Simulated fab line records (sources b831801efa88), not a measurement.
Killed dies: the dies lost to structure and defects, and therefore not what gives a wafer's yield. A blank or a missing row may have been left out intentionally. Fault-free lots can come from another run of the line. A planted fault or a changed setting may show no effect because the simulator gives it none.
The same fault as seen by 2 desks + flow sky130 + each desk holds nothing but its own numbers, with what lay behind them at the end

== THE TOOL OWNER'S DESK: implanter-04 ==
SKY_LDD_N_IMPLANT_14, tool's own readings: per-lot mean of the sampled wafers with a number, covering each lot this tool ran. A lot is out of limits, marked OUT, if its mean lies more than 4 standard deviations from the usual mean; the brackets give that distance.
Columns: A = dose ions cm2 at SKY_LDD_N_IMPLANT_14, usual 5e+12; B = faraday current uA at SKY_LDD_N_IMPLANT_14, usual 28.3
| lot  | first seen here | A                       | B              |
|------|-----------------|-------------------------|----------------|
| L588 | day 20 04:55    | 5e+12                   | 28.4           |
| L597 | day 22 15:18    | 1e+13 (+99 or more) OUT | 54.3 (+45) OUT |
| L599 | day 23 09:28    | 1e+13 (+99 or more) OUT | 55.0 (+46) OUT |
This desk's finding: out of limits on L597, L599; first on L597, day 22 15:18 (dose ions cm2 at SKY_LDD_N_IMPLANT_14). L588: within limits.

== THE METROLOGY DESK ==
What the gauges read for every lot (on any tool): the sampled wafers with a number, averaged. A lot is out of limits, marked OUT, if its mean lies more than 4 standard deviations from the usual mean; the brackets give that distance.
Columns: A = LDD_N_OVL at SKY_LDD_N_OVL_MEAS_07, usual 0.5 nm
| lot  | first seen here | A   |
|------|-----------------|-----|
| L588 | day 20 03:59    | 1.8 |
| L592 | day 20 18:35    | 1.7 |
| L597 | day 22 14:20    | 0.3 |
| L599 | day 23 08:29    | 0.3 |
| L600 | day 23 16:59    | 0.9 |
| L607 | day 26 01:01    | 1.5 |
This desk's finding: nothing out of limits on any of the 6 lots.

== TAKEN TOGETHER ==
On L597, L599, at day 22 15:18, an alarm was possible from the tool owner's desk.
The metrology desk saw nothing out of limits.
The metrology desk has L597, L599 on record, within its limits.
On implanter-04, each named lot ran SKY_LDD_N_IMPLANT_14.

== WHAT THE SIMULATOR PUT IN ==
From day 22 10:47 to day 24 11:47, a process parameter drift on implanter-04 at SKY_LDD_N_IMPLANT_14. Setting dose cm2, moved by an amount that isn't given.
Shown lots that were struck: L597, L599.
How many hours passed from the start of the fault until each desk's first out-of-limits reading: the tool owner's desk, 5.
